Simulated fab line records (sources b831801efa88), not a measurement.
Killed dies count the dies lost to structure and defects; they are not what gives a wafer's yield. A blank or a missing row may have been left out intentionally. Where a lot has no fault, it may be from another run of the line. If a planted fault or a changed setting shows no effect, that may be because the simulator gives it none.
Struck lot and sound lot, side by side | flow gf180mcu | 17 steps out of a route of 602
Sound: wafers L489.1, L489.5, L489.6. Struck: wafer L497.4 (left out: L497.5, L497.6 of the same lot, which were not struck); the cause appears at the end.
For every step that has rows: the tool of each side, followed by ch and its chambers, followed by its first start. Under that, the readings that differ: sound wafers | struck wafers | difference of the means | sigmas: that difference in standard deviations of wafers without a fault.
alike: readings with means less than 2 such deviations apart, plus words and numbers identical on both sides. not compared: withheld readings, readings lacking a value on some wafer, bounds such as >300 that could conceal the same value, and numbers that have no deviation in the record and whose values overlap.
The two part at a step that has a row with sigmas, a row that says differs or no value, or rows on one side only. When numbers do not overlap yet have no deviation, they are printed without sigmas and do not part them. A reading that every wafer of one side lacks parts them only if that side has two wafers or more.

first, 4 steps without rows for these wafers: GF_M2_SOFTBAKE_10 (time 60 s); GF_M2_EXPOSE_11 (exposes mask Metal2, target cd 280 nm); GF_M2_PEB_12 (peb time 90 s); GF_M2_DEVELOP_13 (develop time 60 s).
GF_M2_CD_MEAS_14: the cd target is 280 nm.
  struck on cdSem-02, day 22 06:07; sound on cdSem-02, day 18 16:43
  alike: cdNm
GF_M2_OVL_MEAS_15:
  struck on overlay-01, day 22 06:11; sound on overlay-01, day 18 16:50
  alike: M2_OVL
GF_M2_METAL_ETCH_16: etches the open film in Cl2/BCl3, stops on SiO2, target depth 627.5 nm, time 104.6 s.
  sound on rieMetal-02 ch 0,1, day 18 16:52; struck on rieMetal-02 ch 0, day 22 06:15
  alike: bcl3FlowSccm, drypumpMotorCurrentA, oesProductAu, throttleValvePct
  not compared: rfHoursCounterH
GF_M2_STRIP_17: strips in O2/N2.
  sound on plasmaAsher-04 ch 0,1, day 18 16:59; struck on plasmaAsher-01 ch 0, day 22 06:22
reading                  | sound             | struck | difference | sigmas
drypumpMotorCurrentA (A) | 6.6 5.5 6.6       | 4.9    | -1.3       | -2
oesProductAu (a.u.)      | 0.552 0.553 0.559 | 0.566  | +0.011     | +2
  alike: heaterPowerW, stripTimeToEndpointS
  not compared: rfHoursCounterH
then, 3 steps without rows for these wafers: GF_M2_STRIP_18 (strips in post etch residue remover, time 1200 s); GF_M2_CLEAN_19 (cleans in DIW); GF_V2_CVD_00 (deposits SiO2, target thk 600 nm, time 100 s).
GF_V2_THK_MEAS_01:
  struck on filmMetro-01, day 22 06:58; sound on filmMetro-03, day 18 17:35
  alike: V2_CVD_00_THK
GF_V2_CVD_02: deposits SiO2 from TEOS, target thk 850 nm, time 94.851 s.
  sound on pecvd-03 ch 0,1, day 18 17:38; struck on pecvd-03 ch 1, day 22 07:01
reading                            | sound             | struck | difference | sigmas
model.SiO2_of_V2_CVD_02.thkNm (nm) | 829.3 843.1 855.3 | 783.4  | -59.2      | 
  alike: heaterPowerOuterW, heaterPowerW
GF_V2_THK_MEAS_03:
  struck on filmMetro-04, day 22 07:05; sound on filmMetro-04, day 18 17:43
reading            | sound       | struck | difference | sigmas
V2_CVD_02_THK (nm) | 830 843 856 | 783    | -60        | -4
GF_V2_CMP_04: polishes SiO2.
  sound on cmp-01 ch 0,3, day 18 17:46; struck on cmp-02 ch 0, day 22 07:07
reading             | sound         | struck | difference | sigmas
motorCurrentA (A)   | 10.0 11.3 9.6 | 12.6   | +2.3       | +2
timeToEndpointS (s) | 70 81 76      | 57     | -19        | -3
GF_V2_BOW_MEAS_05:
  struck on filmMetro-04, day 22 07:29; sound on filmMetro-03, day 18 18:04
  alike: V2_BOW
-- the record jumps here: 9 days lie between the struck wafers' starts before and after (it left off in module V2 and takes up again in module PASSIVATION, whose first step shown is number 602 of the route) --
GF_PASSIVATION_PROBE_99:
  only the struck wafers here have rows in the record (prober-01, day 31 10:19); the sound ones have none

WHERE THEY PART
Earliest at GF_M2_STRIP_17; latest, in this record, at GF_PASSIVATION_PROBE_99.

WHY: the cause the simulator had injected
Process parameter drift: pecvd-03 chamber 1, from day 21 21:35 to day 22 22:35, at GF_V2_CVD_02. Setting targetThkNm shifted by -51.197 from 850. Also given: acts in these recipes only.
